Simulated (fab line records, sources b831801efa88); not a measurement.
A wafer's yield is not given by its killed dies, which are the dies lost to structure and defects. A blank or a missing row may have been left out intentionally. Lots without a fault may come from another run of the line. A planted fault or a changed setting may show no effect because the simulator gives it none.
2 desks looking at one fault / flow sky130 / what lay behind the numbers comes last; until then each desk has only its own

== METROLOGY DESK ==
Lot by lot, what the gauges showed, no matter which tool ran the lot: averages of those sampled wafers that carry a number. The brackets show how far a lot's mean lies from the usual mean; more than 4 standard deviations puts the lot out of limits, marked OUT.
Columns: A = FIELD_ISO_OXIDATION_00_THK at SKY_FIELD_ISO_THK_MEAS_02, usual 11.90 nm; B = FIELD_ISO_CVD_24_THK at SKY_FIELD_ISO_THK_MEAS_25, usual 594 nm
lot=L117; first seen here=day 1 11:38; A=11.73; B=594
lot=L118; first seen here=day 1 16:38; A=11.98; B=597
lot=L119; first seen here=day 1 22:29; A=11.94; B=594
lot=L120; first seen here=day 2 03:44; A=12.03; B=592
lot=L121; first seen here=day 2 08:20; A=11.52; B=598
lot=L129; first seen here=day 4 01:10; A=12.34; B=588
lot=L130; first seen here=day 4 05:19; A=11.98; B=590
lot=L131; first seen here=day 4 09:38; A=12.02; B=600
lot=L132; first seen here=day 4 15:10; A=11.65; B=596
lot=L136; first seen here=day 5 11:29; A=11.84; B=588
lot=L138; first seen here=day 5 21:31; A=11.81; B=584
lot=L139; first seen here=day 6 04:19; A=11.80; B=588
lot=L140; first seen here=day 6 08:37; A=12.08; B=596
This desk's verdict: no lot among the 13 shows anything out of limits.

== DESK OF THE TOOL OWNER: lithoTrack-04 ==
The tool's own readings at SKY_FIELD_ISO_COAT_08 (resist thk 450 nm): means of the sampled wafers that have a number, for each lot that ran on this tool. The brackets show how far a lot's mean lies from the usual mean; more than 4 standard deviations puts the lot out of limits, marked OUT.
Columns: A = chillPlateTempC at SKY_FIELD_ISO_COAT_08, usual 23.02 C; B = resistLineTempC at SKY_FIELD_ISO_COAT_08, usual 22.96 C; C = spinSpeedRpm at SKY_FIELD_ISO_COAT_08, usual 2999.9 rpm
lot=L119; first seen here=day 2 07:00; A=23.17; B=22.92; C=3000.3
lot=L129; first seen here=day 4 11:00; A=23.04; B=23.03; C=3057.3 (+34) OUT
lot=L131; first seen here=day 4 21:00; A=23.10; B=23.06; C=3058.6 (+35) OUT
Finding of this desk: L129, L131 out of limits; the first was L129 at day 4 11:00, on spinSpeedRpm at SKY_FIELD_ISO_COAT_08. L119 stayed within limits.

== PUT TOGETHER ==
At day 4 11:00, on L129, L131, the tool owner's desk was in a position to raise an alarm.
The metrology desk saw nothing out of limits.
The metrology desk has L129, L131 on record, within its limits.
Of the lots named, all ran SKY_FIELD_ISO_COAT_08 on lithoTrack-04.

== WHAT THE SIMULATOR HAD PUT IN ==
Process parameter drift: lithoTrack-04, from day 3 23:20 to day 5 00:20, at SKY_FIELD_ISO_COAT_08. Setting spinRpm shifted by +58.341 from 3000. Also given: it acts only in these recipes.
Shown lots that were struck: L129, L131.
Each desk's first reading out of limits, in hours after the fault started: the tool owner's desk, 12.
